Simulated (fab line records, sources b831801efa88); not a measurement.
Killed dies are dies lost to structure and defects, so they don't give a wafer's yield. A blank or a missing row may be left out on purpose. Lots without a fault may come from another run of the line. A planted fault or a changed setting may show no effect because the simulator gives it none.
fab line records | flow sky130
record lots=24 wafers=72 last_day=50
route steps=708 shown METAL2@487 CAPM@551 METAL3@564 METAL4@632 METAL5@661
lots that met no fault: from a run of the same line without faults
start_h: hours from the record's first day to the start of the lot's first wafer shown | wait_h: hours since the lot's step before | " the same as in the row above | L1.1+2: a row that stands for several wafers | - no value, or no start given | * or withheld: withheld | < > ~ a bound
route shown NAME@n: a module of which the file shows steps, and the number in the route of the first | usual: mean/standard deviation of fault-free wafers | same: alike in all rows | chamber/n: place in a boat | sites: the reading at each site | _std_site: their standard deviation | _edge_site: outer sites' mean less inner sites' | radius_mm: how far each site lies from the wafer's centre | mask NAME#n: copy n | behind: the tool/chamber that last shaped the wafer | hold: why the lot was held/for how many hours/how that ended | device: the transistor (n, p or np) that didn't switch | end of line: the same wafers' tests at the end of the route | a step without rows: its recipe alone | killed: dies lost to structure and defects at the first sort, not the wafer's yield | map: a wafer's dies, x killed, . not, _ none there
set.NAME: the setting as run; set.NAME@STEP: as run at that earlier step | model.NAME: the simulator's own value behind a step, which no gauge read
steps of the route over a sample of lots; a table a step, a row a wafer
services: from which hour (start_h, from the record's first day; less than 0 if before it) a tool's chamber was out of use, for how many hours, and why
## steps
# step SKY_METAL2_SPUTTER_04
# recipe material=TiN target_thk_nm=70 power_w=6500 time_s=58.3 chamber_pressure_pa=0.4
# usual throttle_valve_pct=29.9/0.8
# columns lot.wafer tool chamber start_h wait_h throttle_valve_pct
L074.1 pvd_sputter-01 - 800.06 0.0 29.5
L074.2 " - " " 30.5
L074.3 " - " " 30.4
L075.1 pvd_sputter-01 - 804.86 0.0 29.3
L075.4 " - " " 29.9
L075.5 " - " " 29.4
L076.4 pvd_sputter-03 - 809.72 0.0 30.6
L076.5 " - " " 30.7
L076.6 " - " " 30.6
L077.1 pvd_sputter-01 - 822.91 0.0 29.1
L077.4 " - " " 29.1
L077.5 " - " " 30.0
L078.3 pvd_sputter-01 - 827.08 0.0 29.3
L078.5 " - " " 29.9
L078.6 " - " " 30.7
L079.1 pvd_sputter-03 - 836.80 0.0 30.5
L079.3 " - " " 30.8
L079.4 " - " " 28.8
L080.1 pvd_sputter-03 - 847.32 0.0 28.4
L080.2 " - " " 28.6
L080.4 " - " " 30.7
L081.3 pvd_sputter-01 - 855.59 0.0 30.5
L081.5 " - " " 29.4
L081.6 " - " " 30.7
L082.1 pvd_sputter-02 - 857.32 0.0 30.2
L082.3 " - " " 30.7
L082.5 " - " " 30.6
L083.1 pvd_sputter-02 - 862.05 0.0 31.3
L083.2 " - " " 31.3
L083.4 " - " " 30.5
L084.2 pvd_sputter-02 - 880.72 0.0 31.2
L084.3 " - " " 30.2
L084.4 " - " " 31.3
L085.2 pvd_sputter-03 - 882.67 0.0 30.7
L085.3 " - " " 30.6
L085.5 " - " " 30.9
L086.1 pvd_sputter-01 - 889.67 0.0 30.6
L086.3 " - " " 29.2
L086.6 " - " " 30.4
L087.1 pvd_sputter-01 - 902.22 0.0 30.0
L087.4 " - " " 29.3
L087.5 " - " " 29.9
L088.2 pvd_sputter-01 - 905.71 0.0 29.9
L088.4 " - " " 29.3
L088.6 " - " " 29.5
L089.4 pvd_sputter-01 - 912.99 0.0 29.2
L089.5 " - " " 30.1
L089.6 " - " " 30.6
L090.1 pvd_sputter-03 - 919.78 0.0 28.5
L090.3 " - " " 30.6
L090.6 " - " " 30.6
L091.1 pvd_sputter-03 - 925.48 0.0 28.9
L091.3 " - " " 30.6
L091.4 " - " " 30.8
L092.1 pvd_sputter-01 - 935.73 0.0 30.6
L092.2 " - " " 30.0
L092.6 " - " " 29.3
L093.3 pvd_sputter-01 - 941.83 0.0 30.5
L093.4 " - " " 29.3
L093.5 " - " " 30.8
L094.2 pvd_sputter-01 - 942.82 0.0 29.1
L094.4 " - " " 29.3
L094.5 " - " " 30.0
L095.2 pvd_sputter-03 - 949.58 0.0 30.8
L095.3 " - " " 28.6
L095.4 " - " " 28.9
L096.2 pvd_sputter-01 - 957.46 0.0 29.5
L096.3 " - " " 30.2
L096.4 " - " " 29.1
L097.2 pvd_sputter-01 - 965.97 0.0 30.0
L097.4 " - " " 29.2
L097.6 " - " " 29.4
# step SKY_METAL2_METAL_ETCH_19
# recipe target_depth_a=3600 stop_on=SiO2 over_etch_frac=0.3 time_s=78 chemistry=Cl2/BCl3 resist_sidewall_deg=88 pressure_mtorr=10 icp_w=900 bias_w=48.5 Cl2_flow_sccm=60 bcl3_flow_sccm=30
# usual bias_w=48.48/0.14 drypump_motor_current_A=5.8/0.31 oes_product_au=0.854/0.0068 throttle_valve_pct=22.264/0.0082
# same over_etch_frac=0.3
# columns lot.wafer tool chamber start_h wait_h bias_w drypump_motor_current_A oes_product_au rf_hours_counter_h throttle_valve_pct
L074.1 rie_metal-04 0 826.41 0.0 48.46 6.3 0.851 7 22.280
L074.2 " 1 " " 48.54 5.8 0.850 12 22.267
L074.3 " 1 " " 48.48 5.8 0.860 - 22.255
L075.1 rie_metal-04 0 830.95 0.0 48.71 6.3 0.854 7 22.275
L075.4 " 0 " " 48.62 6.3 0.848 - 22.272
L075.5 " 1 " " 48.43 5.8 0.863 - 22.262
L076.4 rie_metal-03 0 836.79 0.1 48.77 5.3 0.856 - 22.269
L076.5 " 0 " " 48.53 5.4 0.851 - 22.259
L076.6 " 1 " " 48.42 5.8 0.846 - 22.270
L077.1 rie_metal-04 1 850.15 0.0 48.06 5.8 0.858 13 22.274
L077.4 " 0 " " 48.26 6.2 0.847 - 22.262
L077.5 " 0 " " 48.41 6.3 0.846 - 22.271
L078.3 rie_metal-01 0 854.49 0.1 48.43 6.0 0.857 - 22.258
L078.5 " 0 " " 48.53 6.0 0.853 - 22.261
L078.6 " 1 " " 48.34 5.4 0.863 - 22.267
L079.1 rie_metal-03 0 862.75 0.1 48.66 5.3 0.851 10 22.259
L079.3 " 0 " " 48.39 5.3 0.856 - 22.264
L079.4 " 0 " " 48.59 5.3 0.845 - 22.273
L080.1 rie_metal-01 1 874.25 0.0 48.79 5.5 0.863 4 22.270
L080.2 " 0 " " 48.48 5.8 0.851 2 22.257
L080.4 " 0 " " 48.53 5.9 0.845 - 22.266
L081.3 rie_metal-01 0 882.04 0.1 48.46 5.9 0.857 - 22.264
L081.5 " 0 " " 48.47 5.9 0.851 - 22.251
L081.6 " 1 " " 48.43 5.4 0.861 - 22.246
L082.1 rie_metal-03 1 883.86 0.0 48.57 5.8 0.854 0 22.253
L082.3 " 0 " " 48.38 5.4 0.860 - 22.291
L082.5 " 1 " " 48.55 5.8 0.853 - 22.251
L083.1 rie_metal-01 0 888.00 0.0 48.54 5.9 0.848 2 22.270
L083.2 " 1 " " 48.54 5.4 0.840 5 22.262
L083.4 " 1 " " 48.47 5.4 0.847 - 22.281
L084.2 rie_metal-04 0 907.26 0.0 48.58 6.3 0.852 10 22.267
L084.3 " 1 " " 48.45 5.8 0.858 - 22.257
L084.4 " 0 " " 48.44 6.3 0.862 - 22.262
L085.2 rie_metal-03 0 908.71 0.0 48.55 5.3 0.860 12 22.264
L085.3 " 1 " " 48.68 5.8 0.854 - 22.251
L085.5 " 0 " " 48.43 5.4 0.862 - 22.264
L086.1 rie_metal-04 1 916.10 0.0 48.59 5.8 0.855 16 22.260
L086.3 " 1 " " 48.52 5.8 0.855 - 22.271
L086.6 " 1 " " 48.35 5.8 0.857 - 22.265
L087.1 rie_metal-04 1 927.31 0.0 48.58 5.8 0.854 17 22.267
L087.4 " 1 " " 48.43 5.8 0.848 - 22.262
L087.5 " 1 " " 48.52 5.8 0.847 - 22.280
L088.2 rie_metal-04 1 931.92 0.0 48.77 5.8 0.855 17 22.266
L088.4 " 1 " " 48.45 5.8 0.860 - 22.265
L088.6 " 0 " " 48.44 6.2 0.863 - 22.262
L089.4 rie_metal-01 1 938.75 0.1 48.57 5.4 0.849 - 22.272
L089.5 " 1 " " 48.62 5.4 0.861 - 22.264
L089.6 " 0 " " 48.29 5.9 0.860 - 22.265
L090.1 rie_metal-01 1 945.20 0.0 48.35 5.4 0.852 8 22.267
L090.3 " 1 " " 48.54 5.5 0.860 - 22.251
L090.6 " 0 " " 48.44 5.9 0.855 - 22.269
L091.1 rie_metal-04 1 951.27 0.0 48.29 5.8 0.858 18 22.257
L091.3 " 1 " " 48.32 5.8 0.857 - 22.270
L091.4 " 0 " " 48.57 6.3 0.839 - 22.256
L092.1 rie_metal-01 0 960.00 0.0 48.54 6.0 0.850 6 22.258
L092.2 " 1 " " 48.58 5.4 0.852 9 22.264
L092.6 " 0 " " 48.27 6.0 0.869 - 22.251
L093.3 rie_metal-01 1 967.03 0.1 48.47 5.4 0.848 - 22.273
L093.4 " 0 " " 48.44 6.0 0.864 - 22.264
L093.5 " 0 " " 48.58 5.9 0.834 - 22.264
L094.2 rie_metal-01 0 967.67 0.0 48.58 5.9 0.861 6 22.274
L094.4 " 1 " " 48.20 5.4 0.850 - 22.251
L094.5 " 1 " " 48.37 5.4 0.852 - 22.264
L095.2 rie_metal-03 1 974.20 0.1 48.43 5.8 0.857 4 22.268
L095.3 " 1 " " 48.60 5.8 0.846 - 22.268
L095.4 " 0 " " 48.59 5.4 0.849 - 22.268
L096.2 rie_metal-04 0 981.92 0.0 48.63 6.3 0.863 14 22.272
L096.3 " 0 " " 48.65 6.3 0.849 - 22.266
L096.4 " 1 " " 48.68 5.8 0.857 - 22.275
L097.2 rie_metal-01 0 989.46 0.0 48.66 6.0 0.848 8 22.259
L097.4 " 1 " " 48.45 5.4 0.854 - 22.264
L097.6 " 1 " " 48.53 5.4 0.860 - 22.270
# step SKY_CAPM_STRIP_14
# recipe chemistry=O2/N2 power_w=1400 pressure_mtorr=1500 platen_temp_c=withheld o2_flow_sccm=3000 n2_flow_sccm=300 overash_fraction=0.5
# usual drypump_motor_current_A=5.77/0.26 oes_product_au=0.710/0.0046 strip_time_to_endpoint_s=12.67/0.064
# columns lot.wafer tool chamber start_h wait_h drypump_motor_current_A oes_product_au rf_hours_counter_h strip_time_to_endpoint_s
L074.1 plasma_asher-04 1 882.86 0.1 5.01 0.715 47 12.64
L074.2 " 0 " " 5.72 0.717 47 12.65
L074.3 " 1 " " 5.02 0.711 - 12.68
L075.1 plasma_asher-03 0 887.21 0.1 5.97 0.710 13 12.68
L075.4 " 1 " " 5.85 0.715 - 12.73
L075.5 " 0 " " 5.95 0.709 - 12.74
L076.4 plasma_asher-01 1 892.92 0.1 5.82 0.709 - 12.73
L076.5 " 0 " " 5.83 0.709 - 12.70
L076.6 " 1 " " 5.77 0.711 - 12.75
L077.1 plasma_asher-03 1 907.26 0.1 5.84 0.714 15 12.72
L077.4 " 1 " " 5.85 0.699 - 12.71
L077.5 " 1 " " 5.86 0.713 - 12.74
L078.3 plasma_asher-01 1 910.09 0.1 5.82 0.706 - 12.56
L078.5 " 0 " " 5.85 0.710 - 12.56
L078.6 " 1 " " 5.80 0.709 - 12.62
L079.1 plasma_asher-03 0 917.76 0.1 5.95 0.704 16 12.68
L079.3 " 0 " " 5.99 0.707 - 12.57
L079.4 " 1 " " 5.85 0.704 - 12.67
L080.1 plasma_asher-01 1 928.71 0.1 5.80 0.719 82 12.67
L080.2 " 0 " " 5.88 0.710 82 12.62
L080.4 " 0 " " 5.84 0.701 - 12.61
L081.3 plasma_asher-03 1 936.05 0.1 5.86 0.704 - 12.63
L081.5 " 1 " " 5.87 0.710 - 12.57
L081.6 " 0 " " 5.95 0.707 - 12.63
L082.1 plasma_asher-01 1 937.64 0.1 5.80 0.707 83 12.65
L082.3 " 1 " " 5.81 0.718 - 12.73
L082.5 " 0 " " 5.87 0.711 - 12.79
L083.1 plasma_asher-03 1 942.26 0.1 5.87 0.710 18 12.59
L083.2 " 0 " " 5.98 0.715 18 12.68
L083.4 " 0 " " 5.96 0.712 - 12.66
L084.2 plasma_asher-03 0 958.91 0.1 5.94 0.708 20 12.69
L084.3 " 1 " " 5.85 0.715 - 12.66
L084.4 " 0 " " 5.96 0.720 - 12.65
L085.2 plasma_asher-03 1 961.74 0.1 5.87 0.717 20 12.60
L085.3 " 1 " " 5.86 0.710 - 12.58
L085.5 " 1 " " 5.89 0.714 - 12.59
L086.1 plasma_asher-01 1 969.31 0.1 5.79 0.716 86 12.60
L086.3 " 1 " " 5.82 0.711 - 12.67
L086.6 " 1 " " 5.79 0.710 - 12.54
L087.1 plasma_asher-01 0 978.81 0.1 5.83 0.709 87 12.62
L087.4 " 0 " " 5.88 0.712 - 12.61
L087.5 " 1 " " 5.83 0.706 - 12.56
L088.2 plasma_asher-01 1 984.26 0.1 5.80 0.704 88 12.56
L088.4 " 0 " " 5.86 0.715 - 12.67
L088.6 " 0 " " 5.86 0.712 - 12.57
L089.4 plasma_asher-03 0 989.32 0.1 5.96 0.707 - 12.62
L089.5 " 1 " " 5.83 0.715 - 12.61
L089.6 " 0 " " 5.97 0.711 - 12.67
L090.1 plasma_asher-03 0 996.09 0.1 5.97 0.716 24 12.67
L090.3 " 0 " " 5.96 0.718 - 12.65
L090.6 " 0 " " 5.98 0.701 - 12.66
L091.1 plasma_asher-04 0 1002.66 0.1 5.77 0.716 59 12.76
L091.3 " 0 " " 5.74 0.708 - 12.75
L091.4 " 1 " " 5.00 0.715 - 12.77
L092.1 plasma_asher-03 1 1009.81 0.1 5.82 0.711 26 12.70
L092.2 " 0 " " 5.97 0.706 26 12.63
L092.6 " 1 " " 5.86 0.714 - 12.57
L093.3 plasma_asher-01 0 1017.15 0.1 5.90 0.710 - 12.80
L093.4 " 1 " " 5.80 0.710 - 12.68
L093.5 " 0 " " 5.88 0.711 - 12.72
L094.2 plasma_asher-04 1 1017.41 0.1 5.02 0.706 61 12.75
L094.4 " 1 " " 5.03 0.713 - 12.71
L094.5 " 1 " " 5.04 0.708 - 12.67
L095.2 plasma_asher-04 0 1024.91 0.1 5.74 0.713 62 12.71
L095.3 " 0 " " 5.73 0.711 - 12.73
L095.4 " 1 " " 5.05 0.705 - 12.69
L096.2 plasma_asher-04 0 1030.39 0.1 5.74 0.707 63 12.69
L096.3 " 0 " " 5.74 0.713 - 12.77
L096.4 " 1 " " 5.04 0.706 - 12.69
L097.2 plasma_asher-01 1 1038.79 0.1 5.79 0.712 95 12.69
L097.4 " 0 " " 5.86 0.707 - 12.68
L097.6 " 0 " " 5.84 0.714 - 12.74
# step SKY_METAL3_OVL_MEAS_14
# usual METAL3_OVL=-3/4.4
# columns lot.wafer tool chamber start_h wait_h METAL3_OVL[nm]
L074.1 overlay-02 - 909.17 0.1 0
L074.2 " - " " 2
L074.3 " - " " -9
L075.1 overlay-02 - 913.82 0.1 -2
L075.4 " - " " -6
L075.5 " - " " -1
L076.4 overlay-02 - 919.39 0.1 -4
L076.5 " - " " 3
L076.6 " - " " 2
L077.1 overlay-02 - 933.07 0.1 -10
L077.4 " - " " -10
L077.5 " - " " -8
L078.3 overlay-02 - 935.34 0.1 -10
L078.5 " - " " -1
L078.6 " - " " -8
L079.1 overlay-02 - 943.02 0.1 -3
L079.3 " - " " -2
L079.4 " - " " -2
L080.1 overlay-02 - 954.17 0.1 0
L080.2 " - " " 0
L080.4 " - " " 3
L081.3 overlay-02 - 961.09 0.1 -6
L081.5 " - " " -6
L081.6 " - " " -2
L082.1 overlay-02 - 963.37 0.1 -1
L082.3 " - " " -5
L082.5 " - " " -4
L083.1 overlay-02 - 966.92 0.1 -5
L083.2 " - " " -1
L083.4 " - " " -8
L084.2 overlay-02 - 983.58 0.1 -4
L084.3 " - " " 3
L084.4 " - " " -6
L085.2 overlay-01 - 986.18 0.1 -3
L085.3 " - " " -11
L085.5 " - " " -8
L086.1 overlay-01 - 993.77 0.1 -8
L086.3 " - " " -5
L086.6 " - " " -7
L087.1 overlay-02 - 1003.02 0.1 -1
L087.4 " - " " -8
L087.5 " - " " -5
L088.2 overlay-02 - 1008.08 0.1 -4
L088.4 " - " " -3
L088.6 " - " " -10
L089.4 overlay-01 - 1013.10 0.1 -2
L089.5 " - " " 3
L089.6 " - " " -3
L090.1 overlay-01 - 1020.37 0.1 0
L090.3 " - " " 1
L090.6 " - " " 1
L091.1 overlay-01 - 1026.62 0.1 2
L091.3 " - " " 4
L091.4 " - " " 2
L092.1 overlay-02 - 1033.27 0.1 -1
L092.2 " - " " -9
L092.6 " - " " -6
L093.3 overlay-02 - 1040.04 0.1 -4
L093.4 " - " " 0
L093.5 " - " " 13
L094.2 overlay-02 - 1040.38 0.1 2
L094.4 " - " " 0
L094.5 " - " " 3
L095.2 overlay-01 - 1047.47 0.1 -3
L095.3 " - " " -4
L095.4 " - " " -3
L096.2 overlay-02 - 1053.22 0.1 1
L096.3 " - " " 1
L096.4 " - " " -6
L097.2 overlay-02 - 1061.97 0.1 -8
L097.4 " - " " -4
L097.6 " - " " -4
# step SKY_METAL4_ETCH_16
# recipe chemistry=N2/H2 target=BARC ion_energy_ev=200 bias_w=100 pressure_mtorr=30 n2_flow_sccm=100 h2_flow_sccm=200 icp_w=500 stop_on=SiO2 time_s=88.2 target_depth_a=600
# usual bias_w=100.06/0.28 drypump_motor_current_A=5.7/0.3 oes_product_au=0.625/0.0043 throttle_valve_pct=13.206/0.0097
# columns lot.wafer tool chamber start_h wait_h bias_w drypump_motor_current_A oes_product_au rf_hours_counter_h throttle_valve_pct
L074.1 rie_metal-03 1 987.69 0.0 100.02 5.8 0.618 5 13.243
L074.2 " 0 " " 100.39 5.4 0.624 16 13.208
L074.3 " 0 " " 100.42 5.4 0.625 - 13.217
L075.1 rie_metal-04 1 991.86 0.0 100.03 5.8 0.625 20 13.200
L075.4 " 1 " " 100.01 5.8 0.621 - 13.201
L075.5 " 0 " " 100.01 6.3 0.624 - 13.204
L076.4 rie_metal-01 0 996.77 0.0 99.90 5.9 0.623 - 13.210
L076.5 " 0 " " 99.91 5.9 0.629 - 13.217
L076.6 " 1 " " 99.78 5.4 0.629 - 13.196
L077.1 rie_metal-01 1 1009.29 0.0 99.95 5.4 0.618 11 13.231
L077.4 " 0 " " 100.01 6.0 0.631 - 13.209
L077.5 " 0 " " 100.07 5.9 0.624 - 13.200
L078.3 rie_metal-01 0 1011.07 0.0 100.15 6.0 0.632 - 13.199
L078.5 " 0 " " 100.23 6.0 0.629 - 13.192
L078.6 " 1 " " 100.40 5.4 0.621 - 13.227
L079.1 rie_metal-03 0 1018.29 0.0 99.88 5.4 0.625 18 13.212
L079.3 " 1 " " 100.46 5.8 0.626 - 13.207
L079.4 " 0 " " 99.85 5.3 0.628 - 13.206
L080.1 rie_metal-04 1 1028.76 0.0 100.44 5.8 0.624 0 13.202
L080.2 " 0 " " 100.32 6.3 0.625 17 13.192
L080.4 " 0 " " 100.43 6.3 0.624 - 13.216
L081.3 rie_metal-03 1 1035.77 0.0 100.24 5.8 0.631 - 13.197
L081.5 " 1 " " 99.67 5.8 0.616 - 13.196
L081.6 " 0 " " 100.52 5.4 0.624 - 13.199
L082.1 rie_metal-03 1 1037.34 0.0 99.98 5.8 0.627 8 13.208
L082.3 " 0 " " 100.23 5.4 0.621 - 13.209
L082.5 " 1 " " 100.13 5.8 0.620 - 13.207
L083.1 rie_metal-04 0 1041.19 0.0 100.28 6.3 0.629 18 13.206
L083.2 " 1 " " 100.24 5.8 0.629 1 13.204
L083.4 " 0 " " 99.87 6.3 0.635 - 13.210
L084.2 rie_metal-03 0 1056.06 0.0 99.77 5.3 0.619 20 13.196
L084.3 " 0 " " 99.45 5.4 0.618 - 13.207
L084.4 " 1 " " 100.19 5.8 0.630 - 13.184
L085.2 rie_metal-03 0 1058.09 0.0 100.14 5.4 0.623 21 13.214
L085.3 " 0 " " 100.02 5.4 0.623 - 13.211
L085.5 " 0 " " 100.20 5.4 0.631 - 13.220
L086.1 rie_metal-01 0 1065.64 0.0 99.84 5.9 0.622 12 13.205
L086.3 " 1 " " 100.08 5.5 0.627 - 13.198
L086.6 " 1 " " 100.46 5.4 0.620 - 13.204
L087.1 rie_metal-03 0 1073.94 0.0 99.75 5.4 0.617 22 13.207
L087.4 " 1 " " 100.10 5.8 0.628 - 13.214
L087.5 " 0 " " 100.18 5.3 0.627 - 13.213
L088.2 rie_metal-01 1 1078.29 0.0 100.21 5.4 0.632 16 13.208
L088.4 " 1 " " 100.18 5.4 0.623 - 13.185
L088.6 " 0 " " 100.20 6.0 0.621 - 13.219
L089.4 rie_metal-01 1 1083.37 0.0 100.18 5.4 0.624 - 13.209
L089.5 " 1 " " 100.02 5.4 0.630 - 13.195
L089.6 " 0 " " 100.16 6.0 0.619 - 13.216
L090.1 rie_metal-04 1 1089.91 0.0 100.16 5.8 0.624 3 13.194
L090.3 " 0 " " 99.84 6.2 0.621 - 13.223
L090.6 " 1 " " 100.23 5.8 0.626 - 13.200
L091.1 rie_metal-04 0 1095.99 0.0 99.92 6.3 0.627 21 13.209
L091.3 " 0 " " 99.88 6.3 0.623 - 13.214
L091.4 " 1 " " 100.16 5.8 0.624 - 13.205
L092.1 rie_metal-03 0 1101.04 0.0 100.13 5.4 0.623 24 13.204
L092.2 " 1 " " 100.19 5.8 0.620 13 13.205
L092.6 " 1 " " 99.92 5.8 0.628 - 13.220
L093.3 rie_metal-03 1 1108.39 0.0 99.89 5.8 0.628 - 13.214
L093.4 " 0 " " 99.78 5.4 0.624 - 13.192
L093.5 " 0 " " 99.79 5.4 0.628 - 13.218
L094.2 rie_metal-03 0 1108.71 0.0 100.65 5.4 0.628 25 13.196
L094.4 " 1 " " 99.55 5.8 0.627 - 13.203
L094.5 " 0 " " 100.59 5.4 0.627 - 13.222
L095.2 rie_metal-04 0 1114.84 0.0 100.24 6.3 0.627 22 13.208
L095.3 " 0 " " 100.25 6.3 0.626 - 13.202
L095.4 " 1 " " 99.54 5.8 0.622 - 13.214
L096.2 rie_metal-03 0 1120.66 0.0 99.79 5.4 0.626 26 13.191
L096.3 " 1 " " 99.70 5.8 0.622 - 13.212
L096.4 " 0 " " 100.05 5.4 0.627 - 13.211
L097.2 rie_metal-04 0 1128.54 0.0 99.80 6.3 0.627 23 13.216
L097.4 " 0 " " 100.28 6.3 0.625 - 13.205
L097.6 " 1 " " 99.87 5.8 0.625 - 13.216
# step SKY_METAL5_SPUTTER_00
# recipe material=Ti target_thk_nm=15 power_w=3000 time_s=10 chamber_pressure_pa=0.4
# usual throttle_valve_pct=30.1/0.81
# columns lot.wafer tool chamber start_h wait_h throttle_valve_pct
L074.1 pvd_sputter-01 - 1013.64 0.2 29.2
L074.2 " - " " 29.1
L074.3 " - " " 30.5
L075.1 pvd_sputter-01 - 1018.44 0.1 30.3
L075.4 " - " " 30.5
L075.5 " - " " 29.4
L076.4 pvd_sputter-02 - 1022.10 0.1 29.9
L076.5 " - " " 30.8
L076.6 " - " " 30.1
L077.1 pvd_sputter-02 - 1035.06 0.1 30.4
L077.4 " - " " 30.3
L077.5 " - " " 30.3
L078.3 pvd_sputter-03 - 1036.70 0.1 28.4
L078.5 " - " " 31.0
L078.6 " - " " 30.7
L079.1 pvd_sputter-01 - 1044.43 0.2 29.2
L079.3 " - " " 28.9
L079.4 " - " " 30.3
L080.1 pvd_sputter-03 - 1053.50 0.1 28.5
L080.2 " - " " 30.7
L080.4 " - " " 30.8
L081.3 pvd_sputter-01 - 1060.99 0.1 29.2
L081.5 " - " " 29.4
L081.6 " - " " 29.9
L082.1 pvd_sputter-03 - 1062.30 0.2 30.9
L082.3 " - " " 28.5
L082.5 " - " " 30.8
L083.1 pvd_sputter-03 - 1065.71 0.2 28.5
L083.2 " - " " 28.5
L083.4 " - " " 30.5
L084.2 pvd_sputter-02 - 1081.24 0.2 31.2
L084.3 " - " " 30.2
L084.4 " - " " 30.8
L085.2 pvd_sputter-03 - 1082.62 0.2 30.7
L085.3 " - " " 28.6
L085.5 " - " " 28.6
L086.1 pvd_sputter-02 - 1089.73 0.1 31.0
L086.3 " - " " 30.4
L086.6 " - " " 30.5
L087.1 pvd_sputter-01 - 1098.05 0.1 30.5
L087.4 " - " " 29.2
L087.5 " - " " 29.3
L088.2 pvd_sputter-01 - 1101.24 0.1 30.3
L088.4 " - " " 29.9
L088.6 " - " " 29.1
L089.4 pvd_sputter-01 - 1106.81 0.1 29.3
L089.5 " - " " 30.3
L089.6 " - " " 30.4
L090.1 pvd_sputter-01 - 1113.15 0.1 30.0
L090.3 " - " " 29.2
L090.6 " - " " 29.1
L091.1 pvd_sputter-02 - 1119.36 0.1 31.4
L091.3 " - " " 30.5
L091.4 " - " " 31.1
L092.1 pvd_sputter-01 - 1123.74 0.2 29.4
L092.2 " - " " 30.2
L092.6 " - " " 30.8
L093.3 pvd_sputter-02 - 1131.29 0.2 31.2
L093.4 " - " " 30.5
L093.5 " - " " 31.1
L094.2 pvd_sputter-01 - 1132.04 0.2 29.2
L094.4 " - " " 29.2
L094.5 " - " " 29.9
L095.2 pvd_sputter-01 - 1136.92 0.1 29.5
L095.3 " - " " 29.0
L095.4 " - " " 30.1
L096.2 pvd_sputter-01 - 1142.53 0.2 29.3
L096.3 " - " " 30.5
L096.4 " - " " 29.8
L097.2 pvd_sputter-02 - 1150.84 0.1 30.5
L097.4 " - " " 29.9
L097.6 " - " " 31.1
## services
# columns tool chamber start_h hours kind
rie_metal-01 - 784.03 1.4 pm
plasma_asher-03 - 795.80 2.8 repair
pvd_sputter-03 - 819.83 2.2 repair
pvd_sputter-02 - 836.53 0.7 repair
plasma_asher-01 - 865.62 2.9 repair
rie_metal-01 0 885.55 1.0 repair
pvd_sputter-02 - 889.00 82.0 repair
pvd_sputter-01 - 918.66 5.4 repair
pvd_sputter-01 - 922.28 7.5 repair
plasma_asher-03 - 923.77 8.7 repair
pvd_sputter-03 - 951.15 5.0 repair
pvd_sputter-03 - 959.51 15.5 repair
rie_metal-03 - 965.93 0.4 repair
plasma_asher-03 - 979.71 6.8 repair
rie_metal-03 - 988.33 2.8 pm
rie_metal-04 1 992.68 13.4 repair
rie_metal-03 - 1033.48 1.4 pm
plasma_asher-01 - 1046.46 0.5 repair
rie_metal-04 - 1064.25 10.0 pm
rie_metal-01 - 1086.94 0.7 repair
pvd_sputter-02 - 1094.82 10.0 repair
pvd_sputter-01 - 1105.74 0.7 repair
pvd_sputter-02 - 1121.08 7.4 repair
rie_metal-04 - 1147.36 2.8 pm
## key
fault none
